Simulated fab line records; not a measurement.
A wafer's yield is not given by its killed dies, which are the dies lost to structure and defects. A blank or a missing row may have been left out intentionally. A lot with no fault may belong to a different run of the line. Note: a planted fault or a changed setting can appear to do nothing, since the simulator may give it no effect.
fab line records	flow sfq-line
record lots=7	wafers=21	last-day=92
route steps=325 shown I0@53 M1@58
lots that met no fault: taken from a fault-free run of the same line
start-h: hours from the record's opening day to when the first of the lot's shown wafers began	wait-h: time in hours since the lot's previous step	" as in the row above	L1.1+2: a single row standing in for several wafers	- no value, or no start given	* or withheld: withheld	< > ~ a bound
route shown NAME@n: a module of which the file shows steps, and the number in the route of the first	usual: average and standard deviation across the fault-free wafers	same: alike in all rows	chamber/n: place in a boat	sites: readings site by site	_std_site: standard deviation of those values	_edge_site: mean of outer sites minus mean of inner sites	radius-mm: how far each site lies from the wafer's centre	mask NAME#n: copy n	behind: the last tool/chamber to shape the wafer	hold: cause of the lot's hold/its duration in hours/its outcome	device: names the non-switching transistor (n, p or np)	end of line: tests run on the same wafers once the route is complete	step lacking rows: just its recipe	killed: dies lost to structure and defects at the first sort, not the wafer's yield	map: the dies of a wafer, with x for killed, . for not killed, _ for no die there
set.NAME: the run value of the setting; set.NAME@STEP: its run value at that earlier step	model.NAME: the simulator's own value behind a step, which no gauge read
certain route steps with their lots: each step a table, each wafer a row
services: the hour from which a tool's chamber was out of use, counted from the record's first day as start-h (under 0 if before that day), plus the number of hours and why
## steps
# step SFQ_I0_OVL_MEAS_908
# usual I0_OVL=2/5.7
lot.wafer	tool	chamber	start-h	wait-h	I0_OVL[nm]
L375.1	overlay-01	-	461.98	0.1	0
L375.5	"	-	"	"	-3
L375.6	"	-	"	"	4
L376.1	overlay-02	-	471.58	0.1	1
L376.3	"	-	"	"	3
L376.4	"	-	"	"	4
L377.1	overlay-02	-	472.91	0.1	0
L377.3	"	-	"	"	3
L377.6	"	-	"	"	4
L379.1	overlay-02	-	494.51	0.1	5
L379.3	"	-	"	"	-1
L379.4	"	-	"	"	9
L386.1	overlay-01	-	561.01	0.1	-12
L386.3	"	-	"	"	-11
L386.4	"	-	"	"	-8
L388.1	overlay-01	-	567.01	0.1	3
L388.3	"	-	"	"	5
L388.5	"	-	"	"	-1
L390.2	overlay-02	-	573.01	0.1	-1
L390.3	"	-	"	"	-1
L390.4	"	-	"	"	1
# step SFQ_TRILAYER_I0_VIA_BARC_OPEN_VIA_ETCH_046
# recipe mask-material=PR	chemistry=O2	target-depth-nm=125	target=BARC	source-w=500	bias-w=80	pressure-mtorr=30	time-s=41.7
# usual drypump-motor-current-A=5.9/0.46	oes-product-au=0.685/0.0045
lot.wafer	tool	chamber	start-h	wait-h	drypump-motor-current-A	oes-product-au	rf-hours-counter-h
L375.1	rie-diel-01	0	462.02	0.0	5.6	0.687	45
L375.5	"	1	"	"	6.3	0.690	-
L375.6	"	2	"	"	6.0	0.687	-
L376.1	rie-diel-01	2	471.62	0.0	6.0	0.683	1
L376.3	"	0	"	"	5.7	0.687	45
L376.4	"	3	"	"	5.6	0.680	61
L377.1	rie-diel-04	3	472.94	0.0	5.8	0.685	70
L377.3	"	2	"	"	5.6	0.685	4
L377.6	"	0	"	"	5.1	0.692	-
L379.1	rie-diel-04	1	494.54	0.0	6.7	0.681	11
L379.3	"	2	"	"	5.6	0.679	4
L379.4	"	3	"	"	5.9	0.682	70
L386.1	rie-diel-04	3	561.04	0.0	5.8	0.689	70
L386.3	"	2	"	"	5.6	0.694	5
L386.4	"	1	"	"	6.6	0.683	12
L388.1	rie-diel-01	3	567.04	0.0	5.6	0.685	63
L388.3	"	1	"	"	6.3	0.691	36
L388.5	"	2	"	"	6.0	0.689	-
L390.2	rie-diel-01	2	573.04	0.0	6.0	0.682	3
L390.3	"	3	"	"	5.6	0.688	63
L390.4	"	1	"	"	6.3	0.689	37
# step SFQ_TRILAYER_I0_VIA_ETCH_VIA_ETCH_034
# recipe target=SiO2	stop-on=Nb	mask-material=PR	taper-deg=20	chemistry=CHF3	target-depth-nm=260	source-w=500	bias-w=80	pressure-mtorr=30	time-s=withheld
# usual drypump-motor-current-A=5.9/0.46	oes-product-au=0.862/0.006
lot.wafer	tool	chamber	start-h	wait-h	drypump-motor-current-A	oes-product-au
L375.1	rie-diel-01	0	462.06	0.0	5.6	0.853
L375.5	"	1	"	"	6.3	0.869
L375.6	"	2	"	"	6.1	0.861
L376.1	rie-diel-01	2	471.66	0.0	6.0	0.864
L376.3	"	0	"	"	5.7	0.866
L376.4	"	3	"	"	5.6	0.866
L377.1	rie-diel-04	3	472.98	0.0	5.9	0.857
L377.3	"	2	"	"	5.6	0.854
L377.6	"	0	"	"	5.0	0.849
L379.1	rie-diel-04	1	494.58	0.0	6.6	0.862
L379.3	"	2	"	"	5.6	0.863
L379.4	"	3	"	"	5.8	0.853
L386.1	rie-diel-04	3	561.08	0.0	5.9	0.861
L386.3	"	2	"	"	5.6	0.867
L386.4	"	1	"	"	6.7	0.855
L388.1	rie-diel-01	3	567.08	0.0	5.6	0.860
L388.3	"	1	"	"	6.3	0.859
L388.5	"	2	"	"	6.0	0.859
L390.2	rie-diel-01	2	573.08	0.0	6.0	0.850
L390.3	"	3	"	"	5.6	0.850
L390.4	"	1	"	"	6.3	0.861
# step SFQ_TRILAYER_I0_VIA_STRIP_STRIP_035
# recipe gas=O2	power-w=200	platen-temp-c=40	overash-fraction=0.65	chemistry=O2	pressure-mtorr=50
# usual drypump-motor-current-A=5.99/0.16	oes-product-au=0.999/0.0094
lot.wafer	tool	chamber	start-h	wait-h	drypump-motor-current-A	oes-product-au	rf-hours-counter-h
L375.1	rie-metal-04	1	462.17	-	6.03	0.995	59
L375.5	"	1	"	"	6.02	0.987	-
L375.6	"	0	"	"	5.78	1.004	-
L376.1	rie-metal-01	1	471.77	-	5.99	0.990	98
L376.3	"	0	"	"	6.09	0.997	-
L376.4	"	1	"	"	6.02	0.998	-
L377.1	rie-metal-04	0	473.10	-	5.82	0.999	57
L377.3	"	1	"	"	6.01	0.995	-
L377.6	"	1	"	"	6.00	0.992	-
L379.1	rie-metal-01	1	494.70	-	5.97	1.002	101
L379.3	"	0	"	"	6.08	0.998	-
L379.4	"	1	"	"	5.97	1.011	-
L386.1	rie-metal-03	0	561.20	-	5.97	1.005	89
L386.3	"	1	"	"	6.40	1.003	-
L386.4	"	0	"	"	5.97	0.998	-
L388.1	rie-metal-01	0	567.20	-	6.08	0.993	41
L388.3	"	1	"	"	5.98	1.003	-
L388.5	"	1	"	"	5.98	0.998	-
L390.2	rie-metal-04	1	573.20	-	6.01	1.001	73
L390.3	"	0	"	"	5.82	1.023	-
L390.4	"	1	"	"	6.00	1.005	-
# step SFQ_TRILAYER_I0_VIA_STRIP_SOLV_CLEAN_036
# recipe chemistry=NMP	temp-c=70	time-s=600
# step SFQ_TRILAYER_M1_DEP_PRE_CLEAN_038
# recipe gas=Ar	time-s=22.5	bias-v=250
# step SFQ_TRILAYER_M1_DEP_SPUTTER_037
# recipe material=Nb	base-pressure-pa=1.33e-06	chamber-pressure-pa=0.1333	substrate-temp-c=20	resputter-cathode-voltage-v=400	target-thk-nm=200	power-w=2000	time-s=133.3
# usual throttle-valve-pct=30.5/0.98
lot.wafer	tool	chamber	start-h	wait-h	throttle-valve-pct
L375.1	pvd-sputter-06	-	462.98	0.0	30.3
L375.5	"	-	"	"	30.3
L375.6	"	-	"	"	30.6
L376.1	pvd-sputter-06	-	472.58	0.0	29.5
L376.3	"	-	"	"	32.8
L376.4	"	-	"	"	30.1
L377.1	pvd-sputter-05	-	473.90	0.0	30.7
L377.3	"	-	"	"	30.1
L377.6	"	-	"	"	31.1
L379.1	pvd-sputter-06	-	495.50	0.0	29.6
L379.3	"	-	"	"	32.5
L379.4	"	-	"	"	30.2
L386.1	pvd-sputter-05	-	562.00	0.0	30.1
L386.3	"	-	"	"	30.7
L386.4	"	-	"	"	31.2
L388.1	pvd-sputter-05	-	568.00	0.0	29.8
L388.3	"	-	"	"	30.9
L388.5	"	-	"	"	31.2
L390.2	pvd-sputter-05	-	574.00	0.0	30.2
L390.3	"	-	"	"	30.0
L390.4	"	-	"	"	31.1
# step SFQ_M1_RS_MEAS_909
# recipe thk-meas-gauge=four-point-probe	reads=Nb_of_TRILAYER_M1_DEP_SPUTTER_037
# usual M1_NB_RS=0.894/0.012
lot.wafer	tool	chamber	start-h	wait-h	M1_NB_RS[ohm/sq]
L375.1	film-metro-02	-	463.07	0.0	0.904
L375.5	"	-	"	"	0.901
L375.6	"	-	"	"	0.891
L376.1	film-metro-03	-	472.67	0.0	0.889
L376.3	"	-	"	"	0.882
L376.4	"	-	"	"	0.894
L377.1	film-metro-02	-	473.99	0.0	0.920
L377.3	"	-	"	"	0.898
L377.6	"	-	"	"	0.899
L379.1	film-metro-02	-	495.59	0.0	0.891
L379.3	"	-	"	"	0.876
L379.4	"	-	"	"	0.902
L386.1	film-metro-03	-	562.09	0.0	0.878
L386.3	"	-	"	"	0.898
L386.4	"	-	"	"	0.888
L388.1	film-metro-03	-	568.09	0.0	0.884
L388.3	"	-	"	"	0.885
L388.5	"	-	"	"	0.888
L390.2	film-metro-03	-	574.11	0.1	0.892
L390.3	"	-	"	"	0.894
L390.4	"	-	"	"	0.899
# step SFQ_TRILAYER_M1_LITHO_COAT_044
# recipe resist=BARC	spin-rpm=2943	resist-thk-nm=62
# step SFQ_TRILAYER_M1_LITHO_COAT_039
# recipe resist=KrF	spin-rpm=3000	resist-thk-nm=600
# step SFQ_TRILAYER_M1_LITHO_SOFTBAKE_043
# recipe temp-c=withheld	time-s=withheld	resist=KrF
# step SFQ_TRILAYER_M1_LITHO_EXPOSE_040
# recipe mask-id=M1	na=0.6	source-shape=conventional	sigma-outer=0.65	target-cd-nm=500	dose-mj=14.4
# usual exposure-dose-mJ-cm2=14.403/0.015	focus-offset-nm=0.0/0.51	na=0.6/0
lot.wafer	tool	chamber	start-h	wait-h	mask	exposure-dose-mJ-cm2	focus-offset-nm	na
L375.1	krf-scanner-01	-	623.67	-	M1#0	-	-	-
L375.5	"	-	"	"	M1#0	-	-	-
L375.6	"	-	"	"	M1#0	-	-	-
L376.1	krf-scanner-01	-	632.07	-	M1#0	-	-	-
L376.3	"	-	"	"	M1#0	-	-	-
L376.4	"	-	"	"	M1#0	-	-	-
L377.1	krf-scanner-01	-	634.47	-	M1#0	-	-	-
L377.3	"	-	"	"	M1#0	-	-	-
L377.6	"	-	"	"	M1#0	-	-	-
L379.1	krf-scanner-02	0	654.98	-	M1#0	14.409	-0.1	0.6
L379.3	"	0	"	"	M1#0	14.406	0.5	0.6
L379.4	"	0	"	"	M1#0	14.406	-0.3	0.6
L386.1	krf-scanner-01	0	718.27	-	M1#0	14.373	-0.7	0.6
L386.3	"	0	"	"	M1#0	14.376	0.5	0.6
L386.4	"	0	"	"	M1#0	14.384	0.3	0.6
L388.1	krf-scanner-01	0	725.47	-	M1#0	14.408	0.7	0.6
L388.3	"	0	"	"	M1#0	14.401	-0.4	0.6
L388.5	"	0	"	"	M1#0	14.419	-0.5	0.6
L390.2	krf-scanner-01	0	731.67	-	M1#0	14.398	-0.2	0.6
L390.3	"	0	"	"	M1#0	14.411	-0.1	0.6
L390.4	"	0	"	"	M1#0	14.396	0.1	0.6
# step SFQ_TRILAYER_M1_LITHO_PEB_042
# recipe peb-temp-c=115	peb-time-s=60	resist=KrF
## services
tool	chamber	start-h	hours	kind
rie-metal-01	-	443.69	4.3	pm
rie-diel-01	0	445.38	14.0	repair
pvd-sputter-05	-	456.61	2.1	repair
pvd-sputter-06	-	457.46	3.7	repair
krf-scanner-01	-	471.28	4.0	pm
krf-scanner-01	-	509.93	0.8	pm
rie-diel-04	3	533.62	5.1	repair
krf-scanner-01	-	534.18	1.0	pm
krf-scanner-01	-	535.15	6.4	repair
pvd-sputter-06	-	536.22	1.1	repair
rie-diel-04	0	542.99	9.6	repair
krf-scanner-01	-	559.42	1.3	pm
rie-diel-01	0	578.53	11.0	repair
rie-diel-01	2	586.68	11.7	repair
rie-diel-04	3	586.93	22.5	repair
rie-diel-01	-	606.95	0.7	repair
krf-scanner-01	-	641.10	5.9	repair
krf-scanner-01	-	646.05	30.1	repair
krf-scanner-01	-	678.60	0.8	pm
rie-diel-04	2	690.20	3.8	repair
krf-scanner-01	-	703.35	1.0	pm
rie-diel-01	1	704.24	3.1	repair
rie-diel-01	-	721.82	1.3	repair
rie-diel-01	-	721.86	1.1	repair
## key
first-sign step=SFQ_TRILAYER_M1_LITHO_EXPOSE_040	reading=tool-record	direction=missing
effect none on later readings
met-at SFQ_TRILAYER_M1_LITHO_EXPOSE_040
struck-wafers L375.1,L375.5,L375.6,L376.1,L376.3,L376.4,L377.1,L377.3,L377.6
fault kind=skipped-step-whole	tool=krf-scanner-01	chamber=-	onset-h=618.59	steps=SFQ_TRILAYER_M1_LITHO_EXPOSE_040	scope=struck-lots-only
